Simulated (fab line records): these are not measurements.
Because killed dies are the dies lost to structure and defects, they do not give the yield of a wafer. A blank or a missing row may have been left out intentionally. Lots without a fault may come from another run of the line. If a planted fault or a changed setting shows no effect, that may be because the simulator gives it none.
Which tool did it? :: flow gf180mcu :: 13 lots, 39 wafers sampled, at 2 steps of a route of 602

## WHAT EACH GAUGE READ, for each wafer
GF_V5_CD_MEAS_14: target cd 260 nm. Usual: cd_nm reads 260.0 nm (standard deviation 1.3).
lot: L623
measured: day 26 21:08
on: cd_sem-01
cd_nm (nm): 261.1 260.9 261.0
flag: 

lot: L624
measured: day 27 21:02
on: cd_sem-01
cd_nm (nm): 258.6 258.9 259.2
flag: 

lot: L625
measured: day 28 10:47
on: cd_sem-02
cd_nm (nm): 260.5 260.9 260.4
flag: 

lot: L626
measured: day 28 13:07
on: cd_sem-01
cd_nm (nm): 259.4 258.9 260.2
flag: 

lot: L627
measured: day 28 23:46
on: cd_sem-01
cd_nm (nm): 260.2 260.9 260.7
flag: 

lot: L628
measured: day 29 08:35
on: cd_sem-02
cd_nm (nm): 259.8 259.9 261.6
flag: 

lot: L629
measured: day 29 16:40
on: cd_sem-01
cd_nm (nm): 259.0 258.2 258.8
flag: 

lot: L631
measured: day 30 01:43
on: cd_sem-02
cd_nm (nm): 262.2 261.5 260.7
flag: 

lot: L632
measured: day 30 02:26
on: cd_sem-01
cd_nm (nm): 259.4 259.3 259.3
flag: 

lot: L633
measured: day 30 19:07
on: cd_sem-02
cd_nm (nm): 259.3 260.1 260.5
flag: 

lot: L634
measured: day 31 01:49
on: cd_sem-02
cd_nm (nm): 257.8 259.1 260.0
flag: 

lot: L637
measured: day 31 17:53
on: cd_sem-01
cd_nm (nm): 258.8 257.7 259.7
flag: 

lot: L646
measured: day 33 21:32
on: cd_sem-02
cd_nm (nm): 260.2 260.8 260.0
flag: 

## WHAT TOOL EACH LOT RAN ON (gives the tool, then ch and the chambers of the sampled wafers, and finally the start)
lot: L623
GF_V2_ETCH_17: rie_diel-01 ch 1,2, day 19 17:00

lot: L624
GF_V2_ETCH_17: rie_diel-03 ch 0,1,3, day 21 03:00

lot: L625
GF_V2_ETCH_17: rie_diel-03 ch 0,1,2, day 21 18:00

lot: L626
GF_V2_ETCH_17: rie_diel-02 ch 1,3, day 21 20:00

lot: L627
GF_V2_ETCH_17: rie_diel-02 ch 0,1,3, day 22 12:00

lot: L628
GF_V2_ETCH_17: rie_diel-03 ch 1,2,3, day 22 23:00

lot: L629
GF_V2_ETCH_17: rie_diel-02 ch 0,2,3, day 23 05:00

lot: L631
GF_V2_ETCH_17: rie_diel-03 ch 0,2,3, day 23 16:00

lot: L632
GF_V2_ETCH_17: rie_diel-03 ch 0,1,2, day 23 20:00

lot: L633
GF_V2_ETCH_17: rie_diel-02 ch 0,1, day 24 13:00

lot: L634
GF_V2_ETCH_17: rie_diel-02 ch 1,2,3, day 24 22:00

lot: L637
GF_V2_ETCH_17: rie_diel-02 ch 0,1,3, day 25 19:00

lot: L646
GF_V2_ETCH_17: rie_diel-01 ch 0,1,3, day 27 23:00
- GF_V2_ETCH_17: etches SiO2 in C4F8/O2/Ar, stops on TiN, target depth 630 nm.

## WHAT THE TOOLS THEMSELVES READ (means of the sampled wafers that have a number; where no wafer has one, the mark that the record gives instead)
GF_V2_ETCH_17. Usual: oes_product_au reads 0.857 a.u. (standard deviation 0.0044).
lot: L623
tool: rie_diel-01
oes_product_au (a.u.): 0.860
flag: 

lot: L624
tool: rie_diel-03
oes_product_au (a.u.): 0.856
flag: 

lot: L625
tool: rie_diel-03
oes_product_au (a.u.): 0.851
flag: 

lot: L626
tool: rie_diel-02
oes_product_au (a.u.): 0.855
flag: 

lot: L627
tool: rie_diel-02
oes_product_au (a.u.): 0.855
flag: 

lot: L628
tool: rie_diel-03
oes_product_au (a.u.): 0.853
flag: 

lot: L629
tool: rie_diel-02
oes_product_au (a.u.): 0.855
flag: 

lot: L631
tool: rie_diel-03
oes_product_au (a.u.): 0.858
flag: 

lot: L632
tool: rie_diel-03
oes_product_au (a.u.): 0.852
flag: 

lot: L633
tool: rie_diel-02
oes_product_au (a.u.): 0.858
flag: 

lot: L634
tool: rie_diel-02
oes_product_au (a.u.): 0.856
flag: 

lot: L637
tool: rie_diel-02
oes_product_au (a.u.): 0.853
flag: 

lot: L646
tool: rie_diel-01
oes_product_au (a.u.): 0.854
flag: 

## THE ANSWER, worked out from the rows above alone
Rule: lot off if the mean of its wafers having a number is beyond 3 standard deviations from the usual mean. A lot without any number at a reading at which 4 lots or more have one is off too. Where the step has rows for the other lots, those lots are counted as sound. Order of review: gauges by route order, followed by the tools' own readings, for which a lot's mean as printed above is used. The first step at which some lot is off is used, and at that step the reading that is off furthest; a lot without a number counts as furthest.
None of the lots is off at any reading shown; this tells nothing.

## WHAT HAD BEEN PUT IN BY THE SIMULATOR
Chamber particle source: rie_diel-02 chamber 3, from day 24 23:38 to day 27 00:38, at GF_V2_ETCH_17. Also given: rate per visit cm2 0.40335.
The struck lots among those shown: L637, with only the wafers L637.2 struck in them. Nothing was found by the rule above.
